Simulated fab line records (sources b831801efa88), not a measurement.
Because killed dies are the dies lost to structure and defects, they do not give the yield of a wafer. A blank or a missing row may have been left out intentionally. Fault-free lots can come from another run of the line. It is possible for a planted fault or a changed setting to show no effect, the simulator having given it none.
Which tool did it? | flow gf180mcu | 39 wafers from 14 lots sampled at 5 of the route's 602 steps

## WHAT THE GAUGES READ, wafer by wafer
GF_M2_CD_MEAS_14 targets a cd of 280 nm.
lot  | measured     | on        | cd_nm (nm)
L455 | day 19 00:45 | cd_sem-02 | 279.3 280.1 280.1
L456 | day 19 13:31 | cd_sem-01 | 281.1 281.1 280.8
L457 | day 19 21:25 | cd_sem-02 | 280.2 279.4 280.4
L458 | day 20 08:27 | cd_sem-01 | 281.5 281.5 280.3
L459 | day 20 13:21 | cd_sem-01 | 281.7 281.6 280.2
L462 | day 21 15:53 | cd_sem-01 | 253.1 251.8
L464 | day 22 11:11 | cd_sem-02 | 251.3 279.4
L465 | day 22 19:17 | cd_sem-02 | 251.2 281.0
L473 | day 25 11:11 | cd_sem-02 | 279.0 277.9 278.9
L472 | day 25 11:46 | cd_sem-01 | 279.6 280.6 280.0
L474 | day 25 17:13 | cd_sem-01 | 280.4 280.4 280.7
L476 | day 26 15:52 | cd_sem-02 | 279.0 278.0 278.0
L478 | day 27 01:49 | cd_sem-01 | 282.6 282.8 282.7
L477 | day 27 03:53 | cd_sem-02 | 279.3 279.4 279.5

GF_M3_OVL_MEAS_15.
lot  | measured     | on         | M3_OVL (nm)
L455 | day 21 04:00 | overlay-02 | 5 -7 0
L456 | day 21 17:01 | overlay-02 | 2 0 -2
L457 | day 21 23:53 | overlay-01 | -8 4 3
L458 | day 22 11:01 | overlay-01 | 6 4 7
L459 | day 22 14:26 | overlay-02 | -1 -7 -3
L462 | day 23 16:46 | overlay-02 | -1 10
L464 | day 24 10:50 | overlay-01 | -5 5
L465 | day 24 19:19 | overlay-01 | -11 -4
L473 | day 27 08:16 | overlay-02 | 2 -3 4
L472 | day 27 08:42 | overlay-02 | 6 1 0
L474 | day 27 13:43 | overlay-02 | 6 -6 -7
L476 | day 28 11:01 | overlay-02 | 10 2 3
L478 | day 28 21:55 | overlay-02 | -12 -2 -7
L477 | day 29 00:30 | overlay-01 | -2 -5 -1

GF_M5_OVL_MEAS_08.
lot  | measured     | on         | M5_OVL (nm)
L455 | day 26 01:23 | overlay-01 | -2 2 -2
L456 | day 26 13:45 | overlay-01 | -9 -1 -3
L457 | day 26 21:20 | overlay-02 | 6 -3 6
L458 | day 27 04:33 | overlay-01 | -2 -6 -4
L459 | day 27 08:14 | overlay-01 | 6 -2 4
L462 | day 28 09:33 | overlay-01 | 4 1
L464 | day 29 00:45 | overlay-02 | -12 -9
L465 | day 29 09:31 | overlay-01 | 0 3
L473 | day 31 14:19 | overlay-01 | -8 -3 -6
L472 | day 31 13:58 | overlay-02 | -5 -7 -6
L474 | day 31 18:34 | overlay-02 | 1 0 1
L476 | day 32 11:14 | overlay-02 | -6 5 -8
L478 | day 32 21:11 | overlay-02 | -3 -7 -7
L477 | day 33 00:12 | overlay-02 | 12 1 2

## WHAT TOOL EACH LOT RAN ON (gives the tool, then ch and the chambers of the sampled wafers, and finally the start)
lot  | GF_M2_EXPOSE_11                   | GF_V2_SPUTTER_21
L455 | krf_scanner-01 ch 0, day 18 12:52 | pvd_sputter-01, day 20 03:35
L456 | krf_scanner-01 ch 0, day 19 01:48 | pvd_sputter-02, day 20 15:48
L457 | krf_scanner-02 ch 0, day 19 09:29 | pvd_sputter-01, day 20 23:49
L458 | krf_scanner-02 ch 0, day 19 20:15 | pvd_sputter-01, day 21 10:52
L459 | krf_scanner-02 ch 0, day 20 01:06 | pvd_sputter-04, day 21 14:32
L462 | krf_scanner-01 ch 0, day 21 04:35 | pvd_sputter-04, day 22 17:11
L464 | krf_scanner-01 ch 0, day 21 23:35 | pvd_sputter-04, day 23 12:11
L465 | krf_scanner-01 ch 0, day 22 08:11 | pvd_sputter-02, day 23 20:38
L473 | krf_scanner-02 ch 0, day 25 00:45 | pvd_sputter-04, day 26 10:27
L472 | krf_scanner-02 ch 0, day 25 01:36 | pvd_sputter-02, day 26 10:48
L474 | krf_scanner-01 ch 0, day 25 06:53 | pvd_sputter-02, day 26 15:54
L476 | krf_scanner-01 ch 0, day 26 06:08 | pvd_sputter-04, day 27 14:05
L478 | krf_scanner-01 ch 0, day 26 15:36 | pvd_sputter-02, day 28 01:19
L477 | krf_scanner-01 ch 0, day 26 17:26 | pvd_sputter-02, day 28 03:39
- GF_M2_EXPOSE_11: exposes mask Metal2, target cd 280 nm.
- GF_V2_SPUTTER_21: material Ti, target thk 15 nm, time 80.02 s.

## AS READ BY THE TOOLS THEMSELVES (means over the sampled wafers that have a number; for cases with no such wafer, the mark the record gives instead)
GF_V2_SPUTTER_21.
lot  | tool           | throttle_valve_pct (%)
L455 | pvd_sputter-01 | 30.1
L456 | pvd_sputter-02 | 30.2
L457 | pvd_sputter-01 | 29.8
L458 | pvd_sputter-01 | 29.2
L459 | pvd_sputter-04 | 29.3
L462 | pvd_sputter-04 | 29.9
L464 | pvd_sputter-04 | 30.4
L465 | pvd_sputter-02 | 30.1
L473 | pvd_sputter-04 | 29.5
L472 | pvd_sputter-02 | 30.3
L474 | pvd_sputter-02 | 30.8
L476 | pvd_sputter-04 | 29.4
L478 | pvd_sputter-02 | 30.1
L477 | pvd_sputter-02 | 30.6

## THE ANSWER, worked out from the rows above alone
Rule: the usual values come from the lots themselves. The widest of any qualifying gaps counts: lots, ordered by their means at a reading, are off when they make up no more than a third of the lots, leave a main group of 4 or more, and stand apart from it by 3 or more times the standard deviation of that group's means. If all means in a main group match to the digits the tables above print for the reading, that group is not used. A lot without any number at a reading at which 4 lots or more have one is off too. Any other lot the step has rows for is counted as sound. After the gauges, taken in route order, come the tools' own readings; for these a lot's mean is taken, as printed above. At the first step where some lot is off, the reading lying furthest off is the one used; lots without a number count as furthest.
Off at GF_M2_CD_MEAS_14 (cd_nm): L462, L464, L465. Mean 280.2 nm and standard deviation 1.2 in the main group.
A tool fits if, at a process step before that reading, it ran every lot that is off, and no sound lot after the first of them. The gauges at GF_M2_CD_MEAS_14 are tried like those tools. Not one of the candidates tried fits.

## WHAT THE SIMULATOR PUT IN
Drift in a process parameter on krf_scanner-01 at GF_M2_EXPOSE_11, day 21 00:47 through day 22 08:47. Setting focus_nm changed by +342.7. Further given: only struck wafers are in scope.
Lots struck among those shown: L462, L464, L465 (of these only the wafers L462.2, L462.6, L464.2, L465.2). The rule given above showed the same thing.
